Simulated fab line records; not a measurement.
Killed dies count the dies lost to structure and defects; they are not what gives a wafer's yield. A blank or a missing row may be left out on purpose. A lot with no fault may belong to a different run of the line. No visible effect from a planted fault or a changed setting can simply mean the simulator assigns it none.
What tool caused it? + flow sky130 + 12 lots with 36 wafers sampled at 5 steps, on a route of 708 steps

== WHAT THE GAUGES READ, wafer by wafer ==
SKY_VIA3_OVL_MEAS_13.
| lot  | measured     | on         | VIA3_OVL (nm) |
|------|--------------|------------|---------------|
| L788 | day 40 15:05 | overlay-01 | -6 -3 -14     |
| L789 | day 40 21:56 | overlay-01 | 10 0 -4       |
| L794 | day 42 06:59 | overlay-02 | 5 5 5         |
| L797 | day 43 05:59 | overlay-01 | -3 -1 -8      |
| L798 | day 43 11:32 | overlay-02 | 1 -1 3        |
| L799 | day 43 22:47 | overlay-02 | -10 -5 -7     |
| L800 | day 44 00:37 | overlay-02 | -6 -8 -9      |
| L801 | day 44 10:26 | overlay-02 | -5 -9 -4      |
| L802 | day 44 12:20 | overlay-01 | -7 -1 -12     |
| L804 | day 44 22:49 | overlay-01 | -4 0 -7       |
| L810 | day 46 13:53 | overlay-01 | 5 -4 -12      |
| L811 | day 46 21:15 | overlay-01 | 5 6 0         |

SKY_CAP2M_OVL_MEAS_12.
| lot  | measured     | on         | CAP2M_OVL (nm)    |
|------|--------------|------------|-------------------|
| L788 | day 41 18:31 | overlay-02 | 3.2 2.0 2.2       |
| L789 | day 42 01:06 | overlay-02 | -2.7 -3.3 -0.6    |
| L794 | day 43 08:10 | overlay-01 | -0.8 0.1 -0.7     |
| L797 | day 44 06:20 | overlay-02 | -1.1 -0.5 -1.1    |
| L798 | day 44 12:23 | overlay-02 | -0.4 -0.9 -0.2    |
| L799 | day 44 22:56 | overlay-02 | 1.6 0.8 -2.1      |
| L800 | day 45 01:46 | overlay-02 | -1.0 0.8 1.3      |
| L801 | day 45 10:24 | overlay-01 | 1.0 1.1 1.7       |
| L802 | day 45 11:55 | overlay-01 | 2.6 0.4 0.7       |
| L804 | day 45 22:17 | overlay-01 | 1.6 2.8 2.3       |
| L810 | day 47 12:41 | overlay-01 | 140.5 140.8 140.9 |
| L811 | day 47 19:17 | overlay-02 | 141.9 142.7 143.4 |

== TOOL THAT RAN EACH LOT (tool first, then ch and the chambers of the sampled wafers, then the start) ==
| lot  | SKY_CAP2M_CVD_00                | SKY_CAP2M_SPUTTER_02        | SKY_CAP2M_EXPOSE_09                |
|------|---------------------------------|-----------------------------|------------------------------------|
| L788 | pecvd-03 ch 0,1, day 40 17:13   | pvdSputter-03, day 40 17:18 | ilineStepper-01 ch 0, day 41 05:56 |
| L789 | pecvd-02 ch 0,2, day 40 23:34   | pvdSputter-04, day 40 23:39 | ilineStepper-02 ch 0, day 41 12:58 |
| L794 | pecvd-02 ch 0,1,2, day 42 08:42 | pvdSputter-04, day 42 08:46 | ilineStepper-01 ch 0, day 42 21:35 |
| L797 | pecvd-04 ch 0,1, day 43 07:32   | pvdSputter-04, day 43 07:37 | ilineStepper-01 ch 0, day 43 19:33 |
| L798 | pecvd-04 ch 0,1,2, day 43 13:07 | pvdSputter-04, day 43 13:12 | ilineStepper-02 ch 0, day 44 01:35 |
| L799 | pecvd-02 ch 0,2, day 44 00:22   | pvdSputter-02, day 44 00:28 | ilineStepper-01 ch 0, day 44 11:20 |
| L800 | pecvd-02 ch 0,2, day 44 02:12   | pvdSputter-02, day 44 02:18 | ilineStepper-02 ch 0, day 44 13:34 |
| L801 | pecvd-04 ch 0,1,2, day 44 11:59 | pvdSputter-03, day 44 12:04 | ilineStepper-02 ch 0, day 45 00:22 |
| L802 | pecvd-03 ch 0,1,2, day 44 13:53 | pvdSputter-02, day 44 13:58 | ilineStepper-02 ch 0, day 45 02:08 |
| L804 | pecvd-03 ch 0,2, day 45 00:30   | pvdSputter-02, day 45 00:35 | ilineStepper-01 ch 0, day 45 11:20 |
| L810 | pecvd-02 ch 1,2, day 46 15:26   | pvdSputter-03, day 46 15:31 | ilineStepper-01 ch 0, day 47 02:43 |
| L811 | pecvd-04 ch 1,2, day 46 22:49   | pvdSputter-02, day 46 22:54 | ilineStepper-01 ch 0, day 47 08:59 |
- SKY_CAP2M_CVD_00: deposits SiO2, target thk 15.5 nm.
- SKY_CAP2M_SPUTTER_02: material TiN, target thk 200 nm, time 166.7 s.
- SKY_CAP2M_EXPOSE_09: exposes mask CAP2M, target cd 1000 nm.

== AS READ BY THE TOOLS THEMSELVES (means over the sampled wafers that have a number; for cases with no such wafer, the mark the record gives instead) ==
SKY_CAP2M_CVD_00.
| lot  | tool     | heaterPowerW (W) |
|------|----------|------------------|
| L788 | pecvd-03 | 722              |
| L789 | pecvd-02 | 778              |
| L794 | pecvd-02 | 806              |
| L797 | pecvd-04 | 659              |
| L798 | pecvd-04 | 631              |
| L799 | pecvd-02 | 783              |
| L800 | pecvd-02 | 787              |
| L801 | pecvd-04 | 677              |
| L802 | pecvd-03 | 711              |
| L804 | pecvd-03 | 906              |
| L810 | pecvd-02 | 766              |
| L811 | pecvd-04 | 680              |

SKY_CAP2M_SPUTTER_02.
| lot  | tool          | substrateTempC (C) | throttleValvePct (%) |
|------|---------------|--------------------|----------------------|
| L788 | pvdSputter-03 | 299.81             | 29.9                 |
| L789 | pvdSputter-04 | 299.91             | 30.7                 |
| L794 | pvdSputter-04 | 300.00             | 30.4                 |
| L797 | pvdSputter-04 | 300.09             | 30.6                 |
| L798 | pvdSputter-04 | 300.03             | 30.5                 |
| L799 | pvdSputter-02 | 300.08             | 30.9                 |
| L800 | pvdSputter-02 | 300.12             | 31.6                 |
| L801 | pvdSputter-03 | 299.85             | 28.6                 |
| L802 | pvdSputter-02 | 300.02             | 30.9                 |
| L804 | pvdSputter-02 | 299.68             | 30.9                 |
| L810 | pvdSputter-03 | 300.06             | 28.3                 |
| L811 | pvdSputter-02 | 299.78             | 30.1                 |

SKY_CAP2M_EXPOSE_09.
| lot  | tool            | stageVelMmS (mm/s) |
|------|-----------------|--------------------|
| L788 | ilineStepper-01 | 500.05             |
| L789 | ilineStepper-02 | 499.71             |
| L794 | ilineStepper-01 | 499.99             |
| L797 | ilineStepper-01 | 500.25             |
| L798 | ilineStepper-02 | 499.98             |
| L799 | ilineStepper-01 | 499.95             |
| L800 | ilineStepper-02 | 499.88             |
| L801 | ilineStepper-02 | 500.02             |
| L802 | ilineStepper-02 | 499.92             |
| L804 | ilineStepper-01 | 499.56             |
| L810 | ilineStepper-01 | 499.81             |
| L811 | ilineStepper-01 | 499.96             |

== THE ANSWER, worked out from the rows above alone ==
Rule: the usual values come from the lots themselves. The widest of any qualifying gaps counts: lots, ordered by their means at a reading, are off when they make up no more than a third of the lots, leave a main group of 4 or more, and stand apart from it by 3 or more times the standard deviation of that group's means. A main group whose means are all the same, to the digits that the tables above print for the reading, isn't used. Also off: a lot with no number at a reading for which 4 or more lots have one. Where the step has rows for the other lots, those lots are counted as sound. The gauges are gone through in route order, then the tools' own readings, and for those a lot's mean is taken as printed above. The first step at which some lot is off is used, and at that step the reading that is off furthest; a lot without a number counts as furthest.
Off: L810, L811, at SKY_CAP2M_OVL_MEAS_12 (CAP2M_OVL). Main group: mean 0.4 nm, sd 1.4.
If a tool, at a process step before that reading, ran all the lots that are off and no sound lot after the first of them, it fits. Gauges at SKY_CAP2M_OVL_MEAS_12: tried the same way as those tools. One candidate fits, namely ilineStepper-01 at SKY_CAP2M_EXPOSE_09. Its last sound lot is L804 (day 45 11:20), its first lot that is off L810 (day 47 02:43): a fault that began between those two fits.

== WHAT THE SIMULATOR PUT IN ==
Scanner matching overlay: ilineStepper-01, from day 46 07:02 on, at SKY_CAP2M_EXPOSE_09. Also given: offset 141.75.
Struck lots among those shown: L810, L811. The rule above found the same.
